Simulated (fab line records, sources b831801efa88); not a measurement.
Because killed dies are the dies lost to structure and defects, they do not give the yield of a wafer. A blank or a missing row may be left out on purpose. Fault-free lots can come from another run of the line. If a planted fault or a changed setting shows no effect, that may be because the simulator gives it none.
Problem report, 8D (eight disciplines) form, completed by code + flow gf180mcu + the parts of the form that need people (team, actions taken, sign-off) are left out

1. THE ISSUE
Mean of heater_power_total_W at GF_V3_PEB_12: 86.59 W across 6 wafers in 2 lots; on wafers with no fault it is 85.70 W (standard deviation 0.08). Measured from the usual mean, that is +11 standard deviations.
The step: peb time 90 s.
The first sign was on wafer L364.1 at day 26 22:13, on litho_track-01. The record holds 42 wafers of 14 lots with a number at this step. The rule behind "out" and "out of limits": a value lying over 4 standard deviations away from the usual mean. All remaining wafers that have a number are taken as sound.

2. WHAT IT IS; WHAT IT IS NOT
| question                    | is                     | is not                                                                          |
|-----------------------------|------------------------|---------------------------------------------------------------------------------|
| which readings at this step | heater_power_total_W   | -                                                                               |
| which lots                  | L364, L365             | L351, L352, L353, L354, L355, L356, L357, L359, L363, L370, L373, L374          |
| which wafers of those lots  | all that have a number | -                                                                               |
| read on which tools         | litho_track-01         | litho_track-03, litho_track-04                                                  |
| when                        | from day 26 22:13      | up to then (27 sound wafers); but 9 sound wafers of L370, L373, L374 came after |

3. THE SUSPECTS, EACH WITH WHAT RULES IT OUT
Counting: a tool at a process step up to the reading stays a suspect if it ran every lot that is out and no sound lot after the first of them.
- litho_track-01 at GF_V3_PEB_12 (peb time 90 s): kept. Every lot that is out went through it, starting with L364 (day 26 22:13), and after that it ran no sound lot; the last sound lot it ran before then is L357 (day 24 14:17). Its own heater_power_total_W readings are out on those wafers.
After counting, what remains is litho_track-01 at GF_V3_PEB_12.

4. THE CAUSE (what the simulator had put in)
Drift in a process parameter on litho_track-01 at GF_V3_PEB_12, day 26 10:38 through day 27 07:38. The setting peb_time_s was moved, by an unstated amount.
The count eliminated every tool but this one.

5. SEQUENCE OF EFFECTS, ordered by route
One row per reading whose mean, taken over the struck wafers that have a number, lies over 3 standard deviations from the usual. Scope: only readings with a usual standard deviation given in the record; hours: median across lots of the time from each lot's start at the first step in this table that gives one to its start at this step; sigmas: change in usual standard deviations.
| hours | step         | reading              | usual   | on struck wafers | change | sigmas |
|-------|--------------|----------------------|---------|------------------|--------|--------|
| 0     | GF_V3_PEB_12 | heater_power_total_W | 85.70 W | 86.59            | +0.89  | +11    |
Process steps it contains:
- GF_V3_PEB_12: peb time 90 s.

6. HOW IT WOULD HAVE BEEN CAUGHT EARLIER
12 hours passed between the start of the fault at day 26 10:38 and the first reading out of limits in this record, taken at day 26 22:13.
